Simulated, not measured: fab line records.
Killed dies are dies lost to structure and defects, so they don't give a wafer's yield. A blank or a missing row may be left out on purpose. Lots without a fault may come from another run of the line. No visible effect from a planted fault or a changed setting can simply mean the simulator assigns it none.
Which tool is to blame? ; flow sky130 ; 36 wafers from 12 lots sampled at 5 of the route's 708 steps

## WHAT THE GAUGES READ, wafer by wafer
The record lacks any reading of a measuring or inspecting step that a usual standard deviation could be used to judge.

## EACH LOT AND THE TOOL THAT RAN IT (in order: tool; ch and the chambers of the sampled wafers; start)
lot;SKY_CAPM_CVD_00;SKY_METAL3_DESCUM_15;SKY_METAL3_ETCH_17;SKY_METAL3_STRIP_19;SKY_PAD_OPEN_PROBE_99
L187;pecvd-04 ch 0,1, day 37 00:19;rie-metal-01 ch 0,1, day 39 03:40;rie-diel-02 ch 0,2,3, day 39 03:47;plasma-asher-01 ch 0,1, day 39 03:59;prober-01, day 46 07:02
L192;pecvd-03 ch 1,2, day 38 17:41;rie-metal-02 ch 0,1, day 40 20:22;rie-diel-02 ch 0,1,3, day 40 20:29;plasma-asher-04 ch 0,1, day 40 20:41;prober-01, day 47 17:55
L193;pecvd-02 ch 0,2, day 38 23:29;rie-metal-01 ch 0,1, day 41 01:35;rie-diel-03 ch 2,3, day 41 01:43;plasma-asher-03 ch 0,1, day 41 01:55;prober-02, day 47 21:19
L194;pecvd-03 ch 0,2, day 39 11:11;rie-metal-01 ch 0,1, day 41 12:08;rie-diel-03 ch 0,1,3, day 41 12:16;plasma-asher-04 ch 1, day 41 12:28;prober-01, day 48 05:55
L195;pecvd-02 ch 0,2, day 39 18:00;rie-metal-02 ch 0,1, day 41 19:37;rie-diel-02 ch 0,1,2, day 41 19:44;plasma-asher-04 ch 0,1, day 41 19:56;prober-02, day 48 14:15
L198;pecvd-02 ch 1,2, day 40 12:58;rie-metal-02 ch 0,1, day 42 13:56;rie-diel-02 ch 2,3, day 42 14:04;plasma-asher-03 ch 0,1, day 42 14:16;prober-02, day 49 01:44
L203;pecvd-04 ch 0,1, day 41 17:31;rie-metal-01 ch 0,1, day 43 17:28;rie-diel-03 ch 1,2,3, day 43 17:35;plasma-asher-03 ch 1, day 43 17:47;prober-01, day 49 22:04
L202;pecvd-04 ch 0,2, day 41 22:02;rie-metal-01 ch 0,1, day 43 22:14;rie-diel-02 ch 1,2,3, day 43 22:22;plasma-asher-01 ch 0,1, day 43 22:34;prober-02, day 50 05:14
L206;pecvd-03 ch 0,1,2, day 42 13:32;rie-metal-03 ch 0,1, day 44 12:19;rie-diel-04 ch 0,3, day 44 12:26;plasma-asher-03 ch 0,1, day 44 12:38;prober-02, day 50 11:43
L205;pecvd-03 ch 0,2, day 42 21:26;rie-metal-01 ch 0,1, day 44 19:02;rie-diel-04 ch 0,3, day 44 19:10;plasma-asher-03 ch 0,1, day 44 19:22;prober-01, day 50 19:17
L207;pecvd-04 ch 0,2, day 43 04:04;rie-metal-01 ch 0,1, day 45 01:26;rie-diel-02 ch 0,1, day 45 01:34;plasma-asher-04 ch 0,1, day 45 01:46;prober-02, day 50 22:06
L208;pecvd-02 ch 0,1, day 43 06:24;rie-metal-03 ch 0,1, day 45 03:47;rie-diel-03 ch 1,2,3, day 45 03:55;plasma-asher-01 ch 0,1, day 45 04:07;prober-01, day 50 22:28
- SKY_CAPM_CVD_00: deposits SiO2, target thk 15.5 nm.
- SKY_METAL3_DESCUM_15: chemistry O2, time 8 s.
- SKY_METAL3_ETCH_17: etches SiO2 in C4F8/O2/Ar, stops on TiN, time 3.9 s, target depth 15 nm.
- SKY_METAL3_STRIP_19: strips in O2/N2.
- SKY_PAD_OPEN_PROBE_99

## AS READ BY THE TOOLS THEMSELVES (means over the sampled wafers that have a number; for cases with no such wafer, the mark the record gives instead)
SKY_CAPM_CVD_00.
lot;tool;heater-power-w (W)
L187;pecvd-04;735
L192;pecvd-03;695
L193;pecvd-02;745
L194;pecvd-03;633
L195;pecvd-02;733
L198;pecvd-02;639
L203;pecvd-04;720
L202;pecvd-04;640
L206;pecvd-03;633
L205;pecvd-03;647
L207;pecvd-04;642
L208;pecvd-02;693

SKY_METAL3_DESCUM_15.
lot;tool;drypump-motor-current-A (A);oes-product-au (a.u.);temp-c (C)
L187;rie-metal-01;5.2;1.004;40.12
L192;rie-metal-02;5.5;0.991;39.90
L193;rie-metal-01;5.6;0.998;39.97
L194;rie-metal-01;5.2;1.004;39.94
L195;rie-metal-02;5.3;0.996;40.00
L198;rie-metal-02;5.5;0.997;40.06
L203;rie-metal-01;5.6;0.998;40.16
L202;rie-metal-01;5.6;1.003;39.99
L206;rie-metal-03;5.9;0.998;40.04
L205;rie-metal-01;5.2;1.002;39.92
L207;rie-metal-01;5.6;0.983;40.03
L208;rie-metal-03;5.9;1.002;39.97

SKY_METAL3_ETCH_17.
lot;tool;bias-w (W);chamber-pressure-mTorr (mTorr);oes-product-au (a.u.)
L187;rie-diel-02;1200;39.98;0.744
L192;rie-diel-02;1201;39.94;0.754
L193;rie-diel-03;-;-;-
L194;rie-diel-03;-;-;-
L195;rie-diel-02;-;-;-
L198;rie-diel-02;1196;40.00;0.753
L203;rie-diel-03;1198;39.99;0.747
L202;rie-diel-02;1199;40.00;0.750
L206;rie-diel-04;1198;39.98;0.761
L205;rie-diel-04;1202;39.96;0.750
L207;rie-diel-02;1200;39.99;0.755
L208;rie-diel-03;1201;39.98;0.759

SKY_METAL3_STRIP_19.
lot;tool;drypump-motor-current-A (A);oes-product-au (a.u.);strip-time-to-endpoint-s (s)
L187;plasma-asher-01;6.0;0.505;6.63
L192;plasma-asher-04;5.3;0.506;6.55
L193;plasma-asher-03;5.8;0.504;6.55
L194;plasma-asher-04;5.1;0.499;6.55
L195;plasma-asher-04;5.6;0.497;6.48
L198;plasma-asher-03;6.1;0.505;6.60
L203;plasma-asher-03;5.6;0.506;6.47
L202;plasma-asher-01;5.6;0.504;6.53
L206;plasma-asher-03;6.2;0.502;6.61
L205;plasma-asher-03;5.9;0.511;6.61
L207;plasma-asher-04;5.3;0.499;6.52
L208;plasma-asher-01;6.0;0.505;6.57

SKY_PAD_OPEN_PROBE_99.
lot;tool;defect-limited-yield (%);killed_at_M0_to_M3;killed_at_M4_up;killed-at-contacts;killed-at-front-end;killed-at-other;killed-dies;killed-on-rim;killed-open;killed-short;sort_bin_3_pad_short (%);sort_bin_5_function (%);sort_bin_6_memory (%);sort-n-pass;sort-yield-pct (%)
L187;prober-01;82.6;40;3.3;30;11;0.7;85;19;43;42;1.0;9.9;6.4;407;82.6
L192;prober-01;82.9;44;3.3;18;17;1.0;84;16;43;41;1.0;9.9;6.2;408;82.9
L193;prober-02;0.0;451;3.3;20;17;0.7;492;96;45;37;1.1;92.7;6.2;0;0.0
L194;prober-01;0.0;449;3.0;23;17;0.0;492;96;49;44;1.1;91.9;6.9;0;0.0
L195;prober-02;0.0;449;5.7;26;11;0.7;492;96;43;44;1.1;93.6;5.3;0;0.0
L198;prober-02;82.2;38;5.7;29;15;0.3;88;17;45;42;1.4;10.6;5.8;404;82.2
L203;prober-01;82.6;40;2.7;21;21;0.3;85;16;46;38;0.5;10.9;6.0;407;82.6
L202;prober-02;81.4;52;1.3;23;15;0.3;91;19;46;43;1.2;11.4;6.0;401;81.4
L206;prober-02;81.6;47;4.0;23;16;0.0;91;18;56;35;0.7;10.7;7.0;401;81.6
L205;prober-01;83.1;41;3.3;27;12;0.0;83;14;48;35;1.0;9.5;6.4;409;83.1
L207;prober-02;80.2;50;3.7;27;16;1.3;97;18;56;40;1.5;10.9;7.3;395;80.2
L208;prober-01;83.4;37;3.3;28;13;0.0;81;17;44;37;1.0;9.6;5.9;411;83.4

## THE ANSWER, worked out from the rows above alone
Rule: what is usual is taken from the lots themselves. The widest of any qualifying gaps counts: lots, ordered by their means at a reading, are off when they make up no more than a third of the lots, leave a main group of 4 or more, and stand apart from it by 3 or more times the standard deviation of that group's means. A main group is skipped when, at the precision printed for the reading in the tables above, its means are all equal. Also off: a lot with no number at a reading for which 4 or more lots have one. Any other lot the step has rows for is counted as sound. Order of review: gauges by route order, followed by the tools' own readings, for which a lot's mean as printed above is used. The first step at which some lot is off is used, and at that step the reading that is off furthest; a lot without a number counts as furthest.
Off: L193, L194, L195 (SKY_METAL3_ETCH_17, bias-w). Without a number there: L193, L194, L195. For the main group the mean is 1199 W and the standard deviation 1.8.
If a tool, at that step or one of the process steps before it, ran each lot that is off and ran no sound lot following the first of them, it fits. Of those tried, none fits.

## WHAT THE SIMULATOR PUT IN
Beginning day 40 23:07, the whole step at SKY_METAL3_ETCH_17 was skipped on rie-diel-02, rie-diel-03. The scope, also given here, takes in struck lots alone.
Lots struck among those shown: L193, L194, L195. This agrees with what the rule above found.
